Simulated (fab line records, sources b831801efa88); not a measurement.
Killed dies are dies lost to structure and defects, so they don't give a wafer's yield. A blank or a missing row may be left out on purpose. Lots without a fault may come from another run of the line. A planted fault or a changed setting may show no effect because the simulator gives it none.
fab line records | flow sky130
record lots=6 wafers=18 last_day=49
route steps=708 shown VIA4@642 METAL5@661 PASSIVATION@681 PAD_OPEN@708
lots that met no fault: from a run of the same line without faults
start_h: hours from the record's first day to the start of the lot's first wafer shown | wait_h: hours since the lot's step before | " the same as in the row above | L1.1+2: a row that stands for several wafers | - no value, or no start given | * or withheld: withheld | < > ~ a bound
route shown NAME@n: a module of which the file shows steps, and the number in the route of the first | usual: mean/standard deviation of fault-free wafers | same: alike in all rows | chamber/n: place in a boat | sites: the reading at each site | _std_site: their standard deviation | _edge_site: outer sites' mean less inner sites' | radius_mm: how far each site lies from the wafer's centre | mask NAME#n: copy n | behind: the tool/chamber that last shaped the wafer | hold: why the lot was held/for how many hours/how that ended | device: the transistor (n, p or np) that didn't switch | end of line: the same wafers' tests at the end of the route | a step without rows: its recipe alone | killed: dies lost to structure and defects at the first sort, not the wafer's yield | map: a wafer's dies, x killed, . not, _ none there
set.NAME: the setting as run; set.NAME@STEP: as run at that earlier step | model.NAME: the simulator's own value behind a step, which no gauge read
lots at some steps of the route; a table a step, a row a wafer
services: from which hour (start_h, from the record's first day; less than 0 if before it) a tool's chamber was out of use, for how many hours, and why
## steps
# step SKY_VIA4_BOW_MEAS_03
# recipe mode=bow
# usual VIA4_BOW=82/8.7
# columns lot.wafer tool chamber start_h wait_h VIA4_BOW[um]
L191.2 film_metro-01 - 1008.61 0.2 78
L191.4 " - " " 73
L191.6 " - " " 75
L192.2 film_metro-03 - 1024.50 0.1 76
L192.3 " - " " 69
L192.4 " - " " 70
L196.4 film_metro-02 - 1046.84 0.2 76
L196.5 " - " " 78
L196.6 " - " " 82
L199.1 film_metro-01 - 1070.63 0.1 96
L199.2 " - " " 87
L199.3 " - " " 91
L204.3 film_metro-03 - 1083.36 0.3 94
L204.5 " - " " 75
L204.6 " - " " 89
L206.2 film_metro-03 - 1097.72 0.2 93
L206.3 " - " " 86
L206.4 " - " " 92
# step SKY_VIA4_DEHYDRATE_04
# recipe temp_c=200 time_s=60
# step SKY_VIA4_HMDS_05
# recipe prime_time_s=60 prime_temp_c=120
# step SKY_VIA4_COAT_06
# recipe resist=NOVOLAK spin_rpm=3000 resist_thk_nm=1140
# step SKY_VIA4_SOFTBAKE_07
# recipe temp_c=90 time_s=60 resist=NOVOLAK
# step SKY_VIA4_EXPOSE_08
# recipe mask_id=VIM4 na=0.6 source_shape=conventional sigma_outer=0.6 polarization=unpolarized target_cd_nm=800 dose_mj=132
# step SKY_VIA4_PEB_09
# recipe temp_c=withheld time_s=* resist=NOVOLAK
# step SKY_VIA4_DEVELOP_10
# recipe resist=NOVOLAK developer=TMAH develop_time_s=60 dev_temp_c=23
# step SKY_VIA4_OVL_MEAS_11
# usual VIA4_OVL=1.0/1.1
# columns lot.wafer tool chamber start_h wait_h VIA4_OVL[nm]
L191.2 overlay-01 - 1031.46 0.1 -0.2
L191.4 " - " " -0.2
L191.6 " - " " 0.8
L192.2 overlay-01 - 1046.50 0.1 1.1
L192.3 " - " " 2.0
L192.4 " - " " 1.0
L196.4 overlay-01 - 1068.02 0.1 -0.1
L196.5 " - " " 1.7
L196.6 " - " " 0.0
L199.1 overlay-02 - 1090.94 0.1 1.5
L199.2 " - " " 1.9
L199.3 " - " " 1.8
L204.3 overlay-02 - 1102.87 0.1 1.1
L204.5 " - " " 0.7
L204.6 " - " " 1.1
L206.2 overlay-01 - 1118.16 0.1 1.3
L206.3 " - " " 1.4
L206.4 " - " " 2.2
# step SKY_VIA4_ETCH_12
# recipe target=SiO2 chemistry=C4F8/O2/Ar stop_on=TiN mask_material=NOVOLAK source_w=1500 bias_w=1200 pressure_mtorr=40 c4f8_flow_sccm=withheld O2_flow_sccm=6 Ar_flow_sccm=300 time_s=withheld target_depth_a=5800
# step SKY_VIA4_STRIP_13
# recipe chemistry=O2/N2 power_w=1400 pressure_mtorr=1500 platen_temp_c=withheld o2_flow_sccm=3000 n2_flow_sccm=300 overash_fraction=0.5
# step SKY_VIA4_STRIP_14
# recipe chemistry=post_etch_residue_remover time_s=1200 temp_c=72.5
# step SKY_VIA4_CLEAN_15
# recipe chemistry=IPA time_s=180 temp_c=25
# columns lot.wafer tool chamber start_h wait_h
L191.2+4+6 wet_bench-02 2 1032.03 0.0
L192.2+3+4 wet_bench-04 3 1047.07 0.0
L196.4+5+6 wet_bench-02 2 1068.55 0.0
L199.1+2+3 wet_bench-04 1 1091.63 0.1
L204.3+5+6 wet_bench-02 0 1103.41 0.0
L206.2+3+4 wet_bench-02 1 1118.73 0.0
# step SKY_VIA4_CLEAN_16
# recipe chemistry=O3/DIW dry=n2_spin
# step SKY_VIA4_SPUTTER_17
# recipe material=TiN target_thk_nm=20 chamber_pressure_pa=5 power_w=4000 time_s=80
# step SKY_VIA4_CVD_18
# recipe material=W target_thk_nm=505 time_s=152.14 temp_c=400 pressure_torr=40
# step SKY_VIA4_RS_MEAS_19
# recipe thk_meas_gauge=four-point-probe reads=W_of_VIA4_CVD_18+TiN_of_VIA4_SPUTTER_17
# usual VIA4_W_RS=0.2254/0.0023
# columns lot.wafer tool chamber start_h wait_h VIA4_W_RS[ohm/sq]
L191.2 film_metro-03 - 1032.43 0.1 0.2239
L191.4 " - " " 0.2247
L191.6 " - " " 0.2267
L192.2 film_metro-03 - 1047.48 0.1 0.2182
L192.3 " - " " 0.2198
L192.4 " - " " 0.2210
L196.4 film_metro-01 - 1068.98 0.1 0.2271
L196.5 " - " " 0.2242
L196.6 " - " " 0.2269
L199.1 film_metro-03 - 1092.26 0.3 0.2270
L199.2 " - " " 0.2246
L199.3 " - " " 0.2246
L204.3 film_metro-01 - 1103.81 0.1 0.2309
L204.5 " - " " 0.2258
L204.6 " - " " 0.2291
L206.2 film_metro-02 - 1119.12 0.1 0.2293
L206.3 " - " " 0.2263
L206.4 " - " " 0.2273
# step SKY_VIA4_THK_MEAS_20
# recipe thk_meas_gauge=xrf reads=W_of_VIA4_CVD_18
# usual VIA4_W_THK=519/8.5
# columns lot.wafer tool chamber start_h wait_h VIA4_W_THK[nm]
L191.2 film_metro-03 - 1032.54 0.1 524
L191.4 " - " " 516
L191.6 " - " " 513
L192.2 film_metro-03 - 1047.59 0.1 534
L192.3 " - " " 529
L192.4 " - " " 526
L196.4 film_metro-01 - 1069.07 0.1 513
L196.5 " - " " 520
L196.6 " - " " 517
L199.1 film_metro-03 - 1092.38 0.1 515
L199.2 " - " " 521
L199.3 " - " " 518
L204.3 film_metro-01 - 1103.91 0.1 499
L204.5 " - " " 512
L204.6 " - " " 504
L206.2 film_metro-02 - 1119.23 0.1 517
L206.3 " - " " 526
L206.4 " - " " 525
# step SKY_VIA4_CMP_21
# recipe stop_on=SiO2 t_overpolish_s=25 down_force_psi=3.5 platen_rpm=60 target_thk_nm=0 pad_velocity_m_s=0.94248
# step SKY_METAL5_SPUTTER_00
# recipe material=Ti target_thk_nm=15 power_w=3000 time_s=10 chamber_pressure_pa=0.4
# step SKY_METAL5_SPUTTER_01
# recipe material=TiN target_thk_nm=20 power_w=6500 time_s=16.7 chamber_pressure_pa=0.4
# usual chamber_pressure_pa=0.4000/0.00083 throttle_valve_pct=29.9/1.1
# columns lot.wafer tool chamber start_h wait_h chamber_pressure_pa throttle_valve_pct
L191.2 pvd_sputter-03 - 1032.91 0.0 0.3997 29.9
L191.4 " - " " 0.3998 28.8
L191.6 " - " " 0.4007 31.1
L192.2 pvd_sputter-01 - 1047.96 0.0 0.3995 30.6
L192.3 " - " " 0.4000 30.7
L192.4 " - " " 0.4003 30.5
L196.4 pvd_sputter-04 - 1069.47 0.0 0.3996 29.0
L196.5 " - " " 0.4006 29.3
L196.6 " - " " 0.3985 27.8
L199.1 pvd_sputter-01 - 1093.79 0.0 0.3996 31.1
L199.2 " - " " 0.4008 30.5
L199.3 " - " " 0.4008 29.1
L204.3 pvd_sputter-04 - 1104.27 0.0 0.3988 28.4
L204.5 " - " " 0.3983 28.8
L204.6 " - " " 0.3998 30.3
L206.2 pvd_sputter-04 - 1119.61 0.0 0.3992 30.4
L206.3 " - " " 0.3994 28.8
L206.4 " - " " 0.3999 29.2
# step SKY_METAL5_SPUTTER_02
# recipe material=AlCu target_thk_nm=1150 power_w=10600 time_s=61.2 chamber_pressure_pa=0.4
# usual chamber_pressure_pa=0.3999/0.00076 throttle_valve_pct=29.9/1
# columns lot.wafer tool chamber start_h wait_h chamber_pressure_pa throttle_valve_pct
L191.2 pvd_sputter-03 - 1032.93 0.0 0.3989 29.8
L191.4 " - " " 0.4007 28.8
L191.6 " - " " 0.4006 30.8
L192.2 pvd_sputter-01 - 1047.99 0.0 0.3993 30.6
L192.3 " - " " 0.3992 30.8
L192.4 " - " " 0.4005 30.6
L196.4 pvd_sputter-04 - 1069.50 0.0 0.3994 29.0
L196.5 " - " " 0.3989 29.2
L196.6 " - " " 0.4007 27.8
L199.1 pvd_sputter-01 - 1093.82 0.0 0.3995 30.7
L199.2 " - " " 0.4000 30.5
L199.3 " - " " 0.3980 29.2
L204.3 pvd_sputter-04 - 1104.30 0.0 0.4000 29.1
L204.5 " - " " 0.3993 28.5
L204.6 " - " " 0.4005 30.1
L206.2 pvd_sputter-04 - 1119.63 0.0 0.3995 30.1
L206.3 " - " " 0.4001 28.6
L206.4 " - " " 0.3994 29.3
# step SKY_METAL5_SPUTTER_03
# recipe material=Ti target_thk_nm=5 power_w=3000 time_s=3.3 chamber_pressure_pa=0.3936
# step SKY_METAL5_SPUTTER_04
# recipe material=TiN target_thk_nm=70 power_w=6500 time_s=58.3 chamber_pressure_pa=0.4
# usual chamber_pressure_pa=0.4001/0.00077 throttle_valve_pct=29.8/1
# columns lot.wafer tool chamber start_h wait_h chamber_pressure_pa throttle_valve_pct
L191.2 pvd_sputter-03 - 1033.00 0.0 0.3989 29.7
L191.4 " - " " 0.4008 28.7
L191.6 " - " " 0.3984 30.8
L192.2 pvd_sputter-01 - 1048.06 0.0 0.4007 30.8
L192.3 " - " " 0.3992 31.0
L192.4 " - " " 0.4011 30.4
L196.4 pvd_sputter-04 - 1069.57 0.0 0.4016 29.4
L196.5 " - " " 0.4007 29.2
L196.6 " - " " 0.3997 27.6
L199.1 pvd_sputter-01 - 1093.89 0.0 0.4002 30.8
L199.2 " - " " 0.3999 30.8
L199.3 " - " " 0.3996 29.2
L204.3 pvd_sputter-04 - 1104.37 0.0 0.4003 28.7
L204.5 " - " " 0.4017 28.6
L204.6 " - " " 0.4015 30.2
L206.2 pvd_sputter-04 - 1119.70 0.0 0.4000 30.4
L206.3 " - " " 0.3998 28.4
L206.4 " - " " 0.3998 29.1
# step SKY_METAL5_RS_MEAS_05
# recipe thk_meas_gauge=four-point-probe reads=TiN_of_METAL5_SPUTTER_04+Ti_of_METAL5_SPUTTER_03+AlCu_of_METAL5_SPUTTER_02+TiN_of_METAL5_SPUTTER_01+Ti_of_METAL5_SPUTTER_00
# usual METAL5_ALCU_RS=0.0270/0.0003
# columns lot.wafer tool chamber start_h wait_h METAL5_ALCU_RS[ohm/sq]
L191.2 film_metro-02 - 1033.07 0.0 0.0273
L191.4 " - " " 0.0272
L191.6 " - " " 0.0266
L192.2 film_metro-02 - 1048.13 0.0 0.0268
L192.3 " - " " 0.0270
L192.4 " - " " 0.0270
L196.4 film_metro-04 - 1069.68 0.1 0.0266
L196.5 " - " " 0.0270
L196.6 " - " " 0.0269
L199.1 film_metro-04 - 1093.94 0.0 0.0266
L199.2 " - " " 0.0267
L199.3 " - " " 0.0271
L204.3 film_metro-04 - 1104.46 0.1 0.0271
L204.5 " - " " 0.0273
L204.6 " - " " 0.0272
L206.2 film_metro-01 - 1119.77 0.0 0.0268
L206.3 " - " " 0.0271
L206.4 " - " " 0.0264
# step SKY_METAL5_THK_MEAS_06
# recipe thk_meas_gauge=xrf reads=AlCu_of_METAL5_SPUTTER_02
# usual METAL5_ALCU_THK=1176/14
# columns lot.wafer tool chamber start_h wait_h METAL5_ALCU_THK[nm]
L191.2 film_metro-02 - 1033.18 0.1 1168
L191.4 " - " " 1169
L191.6 " - " " 1190
L192.2 film_metro-02 - 1048.24 0.1 1188
L192.3 " - " " 1177
L192.4 " - " " 1178
L196.4 film_metro-04 - 1069.77 0.1 1174
L196.5 " - " " 1155
L196.6 " - " " 1158
L199.1 film_metro-04 - 1094.06 0.1 1182
L199.2 " - " " 1174
L199.3 " - " " 1158
L204.3 film_metro-04 - 1104.56 0.1 1157
L204.5 " - " " 1153
L204.6 " - " " 1157
L206.2 film_metro-01 - 1119.88 0.1 1191
L206.3 " - " " 1168
L206.4 " - " " 1198
# step SKY_METAL5_DEHYDRATE_07
# recipe temp_c=200 time_s=60
# step SKY_METAL5_HMDS_08
# recipe prime_time_s=60 prime_temp_c=120
# step SKY_METAL5_COAT_09
# recipe resist=NOVOLAK spin_rpm=3000 resist_thk_nm=1800
# step SKY_METAL5_SOFTBAKE_10
# recipe temp_c=90 time_s=60 resist=NOVOLAK
# step SKY_METAL5_EXPOSE_11
# recipe mask_id=MM5 na=0.6 source_shape=conventional sigma_outer=0.6 polarization=unpolarized target_cd_nm=1600 dose_mj=190
# step SKY_METAL5_PEB_12
# recipe temp_c=withheld time_s=* resist=NOVOLAK
# step SKY_METAL5_DEVELOP_13
# recipe resist=NOVOLAK developer=TMAH develop_time_s=60 dev_temp_c=23
# step SKY_METAL5_DESCUM_14
# recipe chemistry=O2 source_power_w=150 bias_power_w=0 pressure_mtorr=10 temp_c=40 time_s=11
# step SKY_METAL5_METAL_ETCH_15
# recipe target_depth_a=12600 stop_on=SiO2 over_etch_frac=0.2 time_s=252 chemistry=Cl2/BCl3 resist_sidewall_deg=86 pressure_mtorr=10 icp_w=900 bias_w=48.5 Cl2_flow_sccm=60 bcl3_flow_sccm=30
# usual chamber_pressure_mTorr=10.000/0.0092 drypump_motor_current_A=5.6/0.45 oes_product_au=0.894/0.0055 throttle_valve_pct=22.265/0.0095
# columns lot.wafer tool chamber start_h wait_h chamber_pressure_mTorr drypump_motor_current_A oes_product_au rf_hours_counter_h throttle_valve_pct
L191.2 rie_metal-01 1 1054.37 0.0 9.999 4.7 0.892 22 22.264
L191.4 " 1 " " 9.994 4.7 0.887 - 22.253
L191.6 " 1 " " 9.999 4.7 0.892 - 22.269
L192.2 rie_metal-04 0 1069.72 0.0 10.006 5.2 0.895 0 22.287
L192.3 " 0 " " 10.006 5.2 0.890 - 22.262
L192.4 " 1 " " 10.009 5.7 0.894 - 22.256
L196.4 rie_metal-04 0 1090.51 0.1 9.982 5.2 0.897 - 22.260
L196.5 " 1 " " 10.021 5.8 0.902 - 22.246
L196.6 " 0 " " 9.996 5.2 0.896 - 22.277
L199.1 rie_metal-03 0 1113.97 0.0 9.987 6.0 0.893 20 22.266
L199.2 " 1 " " 10.003 5.7 0.897 22 22.259
L199.3 " 1 " " 10.000 5.7 0.900 - 22.267
L204.3 rie_metal-04 0 1124.61 0.1 9.990 5.2 0.891 - 22.258
L204.5 " 0 " " 10.003 5.2 0.891 - 22.255
L204.6 " 1 " " 10.000 5.8 0.889 - 22.265
L206.2 rie_metal-03 0 1138.74 0.0 10.002 6.0 0.897 22 22.257
L206.3 " 1 " " 10.006 5.7 0.895 - 22.284
L206.4 " 0 " " 9.997 6.0 0.886 - 22.266
# step SKY_METAL5_STRIP_16
# recipe chemistry=O2/N2 power_w=1400 pressure_mtorr=1500 platen_temp_c=withheld o2_flow_sccm=3000 n2_flow_sccm=300 overash_fraction=0.5
# step SKY_METAL5_STRIP_17
# recipe chemistry=post_etch_residue_remover time_s=1200 temp_c=72.5
# step SKY_METAL5_CLEAN_18
# recipe chemistry=IPA time_s=180 temp_c=25
# step SKY_METAL5_CLEAN_19
# recipe chemistry=O3/DIW dry=n2_spin
# step SKY_PASSIVATION_CVD_00
# recipe material=SiO2 target_thk_nm=90 temp_c=400 time_s=withheld rf_w=600
# step SKY_PASSIVATION_THK_MEAS_01
# recipe reads=SiO2_of_PASSIVATION_CVD_00
# usual PASSIVATION_CVD_00_THK=90.3/1.1
# columns lot.wafer tool chamber start_h wait_h PASSIVATION_CVD_00_THK[nm]
L191.2 film_metro-03 - 1055.23 - 90.9
L191.4 " - " " 90.4
L191.6 " - " " 91.9
L192.2 film_metro-03 - 1070.63 - 90.1
L192.3 " - " " 90.5
L192.4 " - " " 91.7
L196.4 film_metro-03 - 1091.67 - 92.3
L196.5 " - " " 90.8
L196.6 " - " " 90.0
L199.1 film_metro-02 - 1114.83 - 89.6
L199.2 " - " " 89.3
L199.3 " - " " 90.3
L204.3 film_metro-02 - 1125.40 - 89.0
L204.5 " - " " 89.5
L204.6 " - " " 89.8
L206.2 film_metro-02 - 1139.59 - 90.6
L206.3 " - " " 89.3
L206.4 " - " " 90.0
# step SKY_PASSIVATION_CVD_02
# recipe material=Si3N4 target_thk_nm=540 temp_c=400 time_s=withheld rf_w=442.9
# usual heater_power_w=696/84 susceptor_temp_C=400.01/0.21
# columns lot.wafer tool chamber start_h wait_h heater_power_w susceptor_temp_C
L191.2 pecvd-03 2 1055.28 0.0 813 399.96
L191.4 " 0 " " 790 400.04
L191.6 " 0 " " 635 400.43
L192.2 pecvd-01 2 1070.68 0.0 615 399.82
L192.3 " 1 " " 756 399.92
L192.4 " 2 " " 478 399.96
L196.4 pecvd-01 0 1091.81 0.1 701 399.77
L196.5 " 2 " " 615 399.90
L196.6 " 1 " " 791 399.98
L199.1 pecvd-03 0 1114.89 0.1 793 399.80
L199.2 " 1 " " 741 400.07
L199.3 " 2 " " 700 399.72
L204.3 pecvd-03 2 1125.44 0.0 733 400.13
L204.5 " 1 " " 776 400.18
L204.6 " 0 " " 779 399.99
L206.2 pecvd-01 0 1139.64 0.0 711 399.92
L206.3 " 2 " " 511 400.13
L206.4 " 2 " " 540 400.07
# step SKY_PAD_OPEN_PROBE_99
# usual defect_limited_yield=81.8/2 killed_at_M0_to_M3=44/7.5 killed_at_M4_up=3.3/1.8 killed_at_contacts=25/5.9 killed_at_front_end=16/4.7 killed_at_other=0.3/0.52 killed_dies=89/9.9 killed_open=49/7.8 killed_short=40/5.8 sort_bin_3_pad_short=0.9/0.43 sort_bin_5_function=10.8/1.5 sort_bin_6_memory=6.4/1.1 sort_n_pass=403/9.9 sort_yield_pct=81.8/2
# same gross_dies=492 killed_at_back_side=0 sort_bin_4_leakage[%]=0 sort_bin_8_speed[%]=0
# columns lot.wafer tool chamber start_h wait_h defect_limited_yield[%] killed_at_M0_to_M3 killed_at_M4_up killed_at_contacts killed_at_front_end killed_at_other killed_dies killed_open killed_short sort_bin_3_pad_short[%] sort_bin_5_function[%] sort_bin_6_memory[%] sort_n_pass sort_yield_pct[%] model.etest.tester.sort_n_pass model.etest.tester.sort_yield_pct model.etest.tester.sort_bin_3_pct model.etest.tester.sort_bin_5_pct
L191.2 prober-02 - 1100.06 0.1 79.1 48 5 38 12 0 103 60 42 0.8 11.6 8.5 389 79.1 389 79.06 0.813 11.59
L191.4 prober-02 - 1100.16 0.2 83.9 41 2 20 16 0 79 39 40 0.2 8.9 6.9 413 83.9 413 83.94 0.2033 8.943
L191.6 prober-02 - 1100.26 0.2 82.7 39 1 33 12 0 85 50 35 0 9.6 7.7 407 82.7 407 82.72 0 9.553
L192.2 prober-01 - 1112.97 0.1 79.9 48 1 34 16 0 99 60 39 0.4 12.4 7.3 393 79.9 393 79.88 0.4065 12.4
L192.3 prober-01 - 1113.02 0.2 79.9 43 2 41 13 0 99 57 42 1.2 11.6 7.3 393 79.9 393 79.88 1.22 11.59
L192.4 prober-01 - 1113.07 0.2 79.9 48 5 28 18 0 99 52 46 1.4 13.0 5.7 393 79.9 393 79.88 1.423 13.01
L196.4 prober-01 - 1133.23 0.2 80.5 39 5 28 23 1 96 53 43 1.2 12.2 6.1 396 80.5 396 80.49 1.22 12.2
L196.5 prober-01 - 1133.28 0.2 83.5 38 3 25 15 0 81 41 40 0.6 10.0 5.9 411 83.5 411 83.54 0.6098 9.959
L196.6 prober-01 - 1133.33 0.2 82.1 45 5 22 15 1 88 54 34 0.6 10.6 6.7 404 82.1 404 82.11 0.6098 10.57
L199.1 prober-02 - 1155.66 0.1 82.9 41 4 23 16 0 84 41 43 0.8 9.6 6.7 408 82.9 408 82.93 0.813 9.553
L199.2 prober-02 - 1155.71 0.1 81.1 46 7 23 17 0 93 51 42 0.8 10.0 8.1 399 81.1 399 81.1 0.813 9.959
L199.3 prober-02 - 1155.76 0.2 79.5 38 3 29 30 1 101 61 39 1.0 11.2 8.3 391 79.5 391 79.47 1.016 11.18
L204.3 prober-01 - 1165.21 0.2 76.2 44 42 19 12 0 117 43 37 4.5 12.2 7.1 375 76.2 375 76.22 4.472 12.2
L204.5 prober-01 - 1165.31 0.2 75.0 38 44 27 14 0 123 40 42 4.3 14.8 5.9 369 75.0 369 75 4.268 14.84
L204.6 prober-01 - 1165.36 0.2 72.6 59 40 28 8 0 135 51 48 4.1 15.7 7.7 357 72.6 357 72.56 4.065 15.65
L206.2 prober-01 - 1176.69 0.1 79.5 42 32 15 11 1 101 42 30 3.5 11.0 6.1 391 79.5 391 79.47 3.455 10.98
L206.3 prober-01 - 1176.74 0.2 75.8 50 36 24 9 0 119 45 40 2.6 15.0 6.5 373 75.8 373 75.81 2.642 15.04
L206.4 prober-01 - 1176.79 0.2 76.6 40 30 30 15 0 115 50 38 3.3 13.2 6.9 377 76.6 377 76.63 3.252 13.21
# killed by level:class
L191.2 LI_CONTACT:geometric_particle:open=14 CONTACT:geometric_particle:open=12 VIA2:geometric_particle:open=10 VIA1:geometric_particle:open=10 VIA1:geometric_particle:short=9 POLY_GATE:geometric_particle:short=6 METAL1:geometric_particle:short=6 CONTACT:geometric_particle:short=5
L191.4 VIA1:geometric_particle:open=10 LOCAL_INTERCONNECT:geometric_particle:short=6 LI_CONTACT:geometric_particle:open=5 METAL1:geometric_particle:short=5 VIA1:geometric_particle:short=5 METAL2:geometric_particle:short=5 VIA3:geometric_particle:open=5 FIELD_ISO:geometric_particle:short=4
L191.6 CONTACT:geometric_particle:open=13 LI_CONTACT:geometric_particle:open=8 VIA1:geometric_particle:open=8 VIA3:geometric_particle:open=8 CONTACT:geometric_particle:short=6 VIA2:geometric_particle:open=6 FIELD_ISO:geometric_particle:short=5 LOCAL_INTERCONNECT:geometric_particle:short=5
L192.2 VIA1:geometric_particle:open=16 CONTACT:geometric_particle:open=11 LI_CONTACT:geometric_particle:open=8 CONTACT:geometric_particle:short=8 VIA2:geometric_particle:open=8 METAL3:geometric_particle:short=7 POLY_GATE:geometric_particle:open=6 VIA3:geometric_particle:open=5
L192.3 LI_CONTACT:geometric_particle:open=13 CONTACT:geometric_particle:open=13 VIA1:geometric_particle:open=10 VIA3:geometric_particle:open=8 LI_CONTACT:geometric_particle:short=5 VIA1:geometric_particle:short=5 POLY_GATE:geometric_particle:short=4 LOCAL_INTERCONNECT:geometric_particle:short=4
L192.4 LI_CONTACT:geometric_particle:open=9 POLY_GATE:geometric_particle:short=7 CONTACT:geometric_particle:open=7 VIA1:geometric_particle:open=7 VIA2:geometric_particle:open=7 CONTACT:geometric_particle:short=6 VIA3:geometric_particle:open=6 VIA2:geometric_particle:short=6
L196.4 FIELD_ISO:geometric_particle:open=12 CONTACT:geometric_particle:open=8 VIA1:geometric_particle:open=8 METAL1:geometric_particle:short=8 CONTACT:geometric_particle:short=7 LI_CONTACT:geometric_particle:open=6 VIA3:geometric_particle:open=6 POLY_GATE:geometric_particle:open=5
L196.5 LI_CONTACT:geometric_particle:open=9 VIA3:geometric_particle:open=8 LOCAL_INTERCONNECT:geometric_particle:short=8 VIA1:geometric_particle:short=7 CONTACT:geometric_particle:open=5 VIA1:geometric_particle:open=5 FIELD_ISO:geometric_particle:short=4 METAL3:geometric_particle:short=4
L196.6 CONTACT:geometric_particle:open=13 VIA1:geometric_particle:open=10 FIELD_ISO:geometric_particle:open=7 VIA2:geometric_particle:open=7 VIA3:geometric_particle:open=7 LI_CONTACT:geometric_particle:open=5 METAL1:geometric_particle:short=5 METAL3:geometric_particle:short=4
L199.1 VIA3:geometric_particle:open=9 CONTACT:geometric_particle:open=7 FIELD_ISO:geometric_particle:short=6 CONTACT:geometric_particle:short=6 VIA2:geometric_particle:short=6 VIA1:geometric_particle:open=5 VIA1:geometric_particle:short=5 VIA2:geometric_particle:open=5
L199.2 LI_CONTACT:geometric_particle:open=14 VIA3:geometric_particle:open=8 METAL2:geometric_particle:short=7 FIELD_ISO:geometric_particle:open=6 METAL1:geometric_particle:short=6 METAL4:geometric_particle:short=5 CONTACT:geometric_particle:short=4 METAL1:geometric_particle:open=4
L199.3 VIA1:geometric_particle:open=12 CONTACT:geometric_particle:open=11 POLY_GATE:geometric_particle:open=9 FIELD_ISO:geometric_particle:open=8 LI_CONTACT:geometric_particle:open=6 VIA2:geometric_particle:open=6 FIELD_ISO:geometric_particle:short=5 CONTACT:geometric_particle:short=5
L204.3 VIA4:unspecified=37 VIA1:geometric_particle:open=13 CONTACT:geometric_particle:open=9 METAL2:geometric_particle:short=6 VIA3:geometric_particle:open=5 POLY_GATE:geometric_particle:short=4 VIA1:geometric_particle:short=4 METAL3:geometric_particle:short=4
L204.5 VIA4:unspecified=41 VIA1:geometric_particle:open=9 VIA2:geometric_particle:open=7 LOCAL_INTERCONNECT:geometric_particle:short=6 CONTACT:geometric_particle:open=6 LI_CONTACT:geometric_particle:open=5 CONTACT:geometric_particle:short=5 VIA3:geometric_particle:short=5
L204.6 VIA4:unspecified=36 CONTACT:geometric_particle:open=11 VIA2:geometric_particle:open=11 VIA1:geometric_particle:open=10 VIA1:geometric_particle:short=9 VIA3:geometric_particle:open=8 CONTACT:geometric_particle:short=6 VIA3:geometric_particle:short=6
L206.2 VIA4:unspecified=29 VIA1:geometric_particle:open=14 CONTACT:geometric_particle:open=8 METAL1:geometric_particle:short=6 METAL2:geometric_particle:short=6 VIA1:geometric_particle:short=5 FIELD_ISO:geometric_particle:short=3 FIELD_ISO:geometric_particle:open=3
L206.3 VIA4:unspecified=34 LI_CONTACT:geometric_particle:open=10 VIA1:geometric_particle:open=10 VIA1:geometric_particle:short=10 LOCAL_INTERCONNECT:geometric_particle:short=6 METAL1:geometric_particle:short=6 VIA3:geometric_particle:open=6 VIA2:geometric_particle:open=6
L206.4 VIA4:unspecified=27 CONTACT:geometric_particle:open=11 VIA1:geometric_particle:open=11 LI_CONTACT:geometric_particle:open=9 POLY_GATE:geometric_particle:short=7 METAL2:geometric_particle:short=7 LOCAL_INTERCONNECT:geometric_particle:short=6 VIA2:geometric_particle:open=6
# map L204.6 (x killed, . not)
__________xxxx..xx.._________
________xxxxx......x.x_______
______xxxxxxx..........._____
_____xxxxxxx.x.....x..xx.____
____xxxxxxxxx....x......x.___
___x..xxxxx........x.....x.__
__.x..xxx.....x..x..x..x.xx._
_.xx....xxx.x...xxx.x.xxxx..x
_..x...xx........x.....x.x...
_...............x.xx.........
_.x...x.x.......xx.......xx..
_............x....x...x......
_.xx..x...x.........x.....xx.
_........x..x..........x..x..
_....x..x........x.xxx.......
__x........xx..x....xx......_
___.x...............x......__
____.x..x........xx.x.x...___
_____.x....x.x..x........____
______..x...x.........x._____
________x.....x......._______
__________...x......_________
# map L206.3 (x killed, . not)
__________x..x..x..x_________
________x..x......x.x._______
______.........x.x......_____
_____.x.x.x.x............____
____xx.......x............___
___xxxx.x...x............x.__
__xxxxx..x...x.x.....x.x...._
_xxxxx.x....x..........x....x
_xxxxx............xx.x.......
_xxxxx.x..x....x.x...x.x.....
_xxxxxx..........x..xx.......
_xx.x..x.....x..x...xxx......
_.x......x....xxx....x.x..x..
_.........x.........x........
_....x.x.......xx.x.......x..
__..x...x...............x..._
___..........x.....x.......__
____..............x...x.x.___
_____x........xxx.x..x.x.____
______.....x.....x......_____
________x.......xx...._______
__________.x.x.....x_________
## services
# columns tool chamber start_h hours kind
rie_metal-01 0 1023.95 11.3 repair
rie_metal-04 - 1024.06 14.6 pm
pecvd-01 0 1035.49 2.1 scheduled_down
rie_metal-04 0 1038.66 - clean
rie_metal-04 0 1038.66 25.0 scheduled_down
pecvd-03 0 1049.16 5.1 repair
pecvd-03 1 1051.84 4.2 repair
pvd_sputter-01 - 1052.08 0.5 repair
wet_bench-04 - 1056.27 3.2 repair
pvd_sputter-04 1 1072.71 - consumable_replace:kit
pvd_sputter-04 1 1072.71 18.0 scheduled_down
pvd_sputter-04 1 1072.71 18.0 vent_cycle
pvd_sputter-04 - 1073.26 4.2 repair
pvd_sputter-01 - 1073.89 8.8 repair
pvd_sputter-01 2 1083.68 - consumable_replace:kit
pvd_sputter-01 2 1083.68 18.0 scheduled_down
pvd_sputter-01 2 1083.68 18.0 vent_cycle
rie_metal-04 - 1086.72 2.5 repair
rie_metal-03 - 1087.41 4.3 pm
pecvd-03 - 1088.90 0.8 pm
rie_metal-04 0 1098.69 23.7 repair
pecvd-03 - 1107.20 2.8 pm
pvd_sputter-04 - 1108.49 11.0 repair
wet_bench-02 - 1109.21 7.1 repair
## key
first_sign step=SKY_PAD_OPEN_PROBE_99 reading=killed_at_M4_up direction=up sigmas=18 usual=3.3 struck=37.3
effect step=SKY_PAD_OPEN_PROBE_99 reading=sort_bin_3_pad_short direction=up sigmas=6.5 usual=0.9 struck=3.7
model_effect step=SKY_PAD_OPEN_PROBE_99 value=etest.tester.sort_n_pass without=401.5 struck=373.7
met_at SKY_VIA4_CLEAN_15
struck_wafers L204.3,L204.5,L204.6,L206.2,L206.3,L206.4
onset_between 1068.55 1103.41
also_fits time
fault kind=chamber_particle_source tool=wet_bench-02 chamber=- onset_h=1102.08 steps=SKY_VIA4_CLEAN_15 rate_per_visit_cm2=2.0517 end_h=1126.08
